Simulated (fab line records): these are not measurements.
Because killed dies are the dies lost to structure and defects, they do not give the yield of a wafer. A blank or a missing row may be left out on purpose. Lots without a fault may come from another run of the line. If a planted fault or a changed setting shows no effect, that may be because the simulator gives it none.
Which tool was responsible? | flow sky130 | at 1 step of a route of 708, 14 lots with 42 wafers sampled

WHAT THE GAUGES SHOWED, per wafer
SKY_VIA3_RS_MEAS_22: uses a four-point probe to measure. Usual: VIA3_W_RS gives 0.291 ohm/sq (standard deviation 0.0047).
lot  | measured     | on           | VIA3_W_RS (ohm/sq) | flag
L715 | day 39 22:53 | filmMetro-03 | 0.288 0.293 0.287  | 
L716 | day 40 11:05 | filmMetro-04 | 0.283 0.290 0.292  | 
L717 | day 40 15:34 | filmMetro-02 | 0.293 0.288 0.290  | 
L718 | day 40 15:55 | filmMetro-03 | 0.283 0.287 0.284  | 
L719 | day 40 22:47 | filmMetro-02 | 0.288 0.282 0.290  | 
L720 | day 41 11:50 | filmMetro-03 | 0.299 0.300 0.288  | 
L721 | day 41 20:49 | filmMetro-04 | 0.286 0.294 0.291  | 
L722 | day 42 07:36 | filmMetro-04 | 0.293 0.293 0.293  | 
L724 | day 42 12:59 | filmMetro-04 | 0.291 0.296 0.286  | 
L725 | day 42 23:07 | filmMetro-02 | 0.293 0.296 0.294  | 
L726 | day 43 01:40 | filmMetro-02 | 0.290 0.289 0.295  | 
L729 | day 44 00:59 | filmMetro-03 | 0.289 0.299 0.301  | 
L735 | day 45 09:58 | filmMetro-03 | 0.286 0.286 0.287  | 
L736 | day 46 01:25 | filmMetro-02 | 0.298 0.287 0.289  | 

TOOL THAT RAN EACH LOT (tool first, then ch and the chambers of the sampled wafers, then the start)
Before these readings, the record contains no process step.

AS READ BY THE TOOLS THEMSELVES (means over the sampled wafers that have a number; for cases with no such wafer, the mark the record gives instead)
The record holds no such reading with a usual standard deviation.

THE ANSWER, worked out from the rows above alone
Rule: lot off if the mean of its wafers having a number is beyond 3 standard deviations from the usual mean. Also off: a lot with no number at a reading for which 4 or more lots have one. All remaining lots with rows at the step are treated as sound. Order of review: gauges by route order, followed by the tools' own readings, for which a lot's mean as printed above is used. At the first step where some lot is off, the reading lying furthest off is the one used; lots without a number count as furthest.
None of the lots is off at any reading shown; this tells nothing.

WHAT HAD BEEN PUT IN BY THE SIMULATOR
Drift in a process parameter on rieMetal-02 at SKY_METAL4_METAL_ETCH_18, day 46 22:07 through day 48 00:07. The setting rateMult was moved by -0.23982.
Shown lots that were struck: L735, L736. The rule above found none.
